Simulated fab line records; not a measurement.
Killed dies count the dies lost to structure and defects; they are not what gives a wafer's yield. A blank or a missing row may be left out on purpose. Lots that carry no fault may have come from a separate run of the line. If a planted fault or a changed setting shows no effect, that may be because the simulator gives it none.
Problem report in the 8D (eight disciplines) form, filled by code | flow gf180mcu | the parts of the form that need people (team, actions taken, sign-off) are left out

1. THE PROBLEM
Mean of run length s at GF_PASSIVATION_ETCH_11: 561.4 s across 2 wafers in 2 lots; on wafers with no fault it is 481.7 s (standard deviation 0.54). So: +99 or more standard deviations from the usual mean.
The step: etches the open film in CF4/O2, stops on TiN, target depth 2040 nm, time 453.3 s.
First seen on wafer L329.3, day 30 10:12, on rie diel-04. The record has a number at this step for 36 wafers belonging to 12 lots. Rule for "out", or "out of limits": more than 4 standard deviations from the usual mean. Any other wafer with a number is counted as sound.

2. WHAT IT IS AND WHAT IT IS NOT
question                    | is                           | is not
which readings at this step | run length s, oes product au | drypump motor current A
which lots                  | L329, L330                   | L324, L325, L326, L327, L342, L343, L344, L345, L346, L347
which wafers of those lots  | L329.3, L330.3               | L329.2, L329.4, L330.2, L330.4
read on which tools         | rie diel-04                  | rie diel-02, rie diel-03
when                        | from day 30 10:12            | up to then (14 sound wafers); but 20 sound wafers of L330, L342, L343, L344, L345, L346, L347 came after

3. THE SUSPECTS, EACH WITH WHAT RULES IT OUT
Counting: if a tool at a process step up to the reading ran every lot that is out, it stays a suspect. Sound lots after the first of them don't rule it out here, since some wafers of a struck lot are sound.
- rie diel-04 at GF_PASSIVATION_ETCH_11 (etches the open film in CF4/O2, stops on TiN, target depth 2040 nm, time 453.3 s): kept. Every lot that is out went through it, the first being L329 (day 30 10:12); the last sound lot it ran before that was L327 (day 29 23:09). Out on those wafers are its own readings of oes product au, run length s.
The count leaves rie diel-04 at GF_PASSIVATION_ETCH_11.

4. THE CAUSE (what the simulator had put in)
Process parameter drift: rie diel-04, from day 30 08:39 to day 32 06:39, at GF_PASSIVATION_ETCH_11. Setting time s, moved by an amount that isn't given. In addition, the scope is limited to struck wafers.
The count eliminated every tool but this one.

5. SEQUENCE OF EFFECTS, ordered by route
One row per reading whose mean, taken over the struck wafers that have a number, lies over 3 standard deviations from the usual. Only readings whose record carries a usual standard deviation are examined. hours: median over the lots of the time between each lot's start at the first step of this table that gives one and its start at this step. sigmas: the change, counted in usual standard deviations.
hours | step                    | reading                  | usual      | on struck wafers | change | sigmas
0     | GF_PASSIVATION_ETCH_11  | oes product au           | 0.988 a.u. | 0.901            | -0.087 | -15
0     | GF_PASSIVATION_ETCH_11  | run length s             | 481.7 s    | 561.4            | +79.7  | +99 or more
0     | GF_PASSIVATION_STRIP_12 | strip time to endpoint s | 33.00 s    | 30.07            | -2.93  | -13
Process steps it contains:
- GF_PASSIVATION_ETCH_11: etches the open film in CF4/O2, stops on TiN, target depth 2040 nm, time 453.3 s.
- GF_PASSIVATION_STRIP_12: strips in O2/N2.

6. HOW IT WOULD HAVE BEEN CAUGHT EARLIER
In this record the first reading out of limits was taken at day 30 10:12, 2 hours after the fault began at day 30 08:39.
